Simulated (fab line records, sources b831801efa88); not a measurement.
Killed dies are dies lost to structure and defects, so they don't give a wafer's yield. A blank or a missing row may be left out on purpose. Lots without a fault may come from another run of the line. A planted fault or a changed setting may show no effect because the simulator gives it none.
One fault seen from 2 desks | flow gf180mcu | each desk has only its own numbers; what lay behind them comes last

THE TOOL OWNER'S DESK: rie_diel-04
The tool's own readings at GF_STI_ETCH_13 (etches the open film in CHF3/O2, stops on Si, target depth 282.31 nm, time 112.9 s): means of the sampled wafers that have a number, for each lot that ran on this tool. A lot is out of limits, marked OUT, if its mean lies more than 4 standard deviations from the usual mean; the brackets give that distance.
Columns: A = bias_w at GF_STI_ETCH_13, usual 200.0 W; B = drypump_motor_current_A at GF_STI_ETCH_13, usual 6.0 A; C = oes_product_au at GF_STI_ETCH_13, usual 0.834 a.u.; D = throttle_valve_pct at GF_STI_ETCH_13, usual 8.811 %
lot  | first seen here | A     | B   | C     | D
L738 | day 2 01:44     | 199.8 | 6.3 | 0.830 | 8.813
L739 | day 2 09:32     | 200.3 | 6.0 | 0.833 | 8.810
L744 | day 3 10:23     | 199.8 | 6.4 | 0.826 | 8.808
L747 | day 4 00:46     | 200.4 | 5.9 | 0.824 | 8.809
This desk's finding: nothing out of limits on any of the 4 lots.

THE METROLOGY DESK
What the gauges read, lot by lot, whatever tool the lot ran on: means of the sampled wafers that have a number. A lot is out of limits, marked OUT, if its mean lies more than 4 standard deviations from the usual mean; the brackets give that distance.
Columns: A = STI_OXIDATION_THK at GF_STI_THK_MEAS_02, usual 9.97 nm; B = STI_CVD_03_THK at GF_STI_THK_MEAS_04, usual 207.6 nm; C = cd_nm at GF_STI_CD_MEAS_12, usual 219.9 nm
lot  | first seen here | A     | B     | C
L738 | day 1 12:32     | 9.82  | 207.0 | 218.7
L739 | day 1 19:04     | 9.78  | 208.4 | 219.0
L744 | day 2 19:26     | 10.09 | 207.9 | 218.7
L747 | day 3 11:12     | 9.57  | 208.8 | 221.2
L754 | day 4 19:54     | 9.91  | 206.5 | 220.7
L756 | day 5 06:32     | 10.17 | 207.6 | 218.0
This desk's finding: nothing out of limits on any of the 6 lots.

PUT TOGETHER
The tool owner's desk saw nothing out of limits.
The metrology desk saw nothing out of limits.

WHAT THE SIMULATOR HAD PUT IN
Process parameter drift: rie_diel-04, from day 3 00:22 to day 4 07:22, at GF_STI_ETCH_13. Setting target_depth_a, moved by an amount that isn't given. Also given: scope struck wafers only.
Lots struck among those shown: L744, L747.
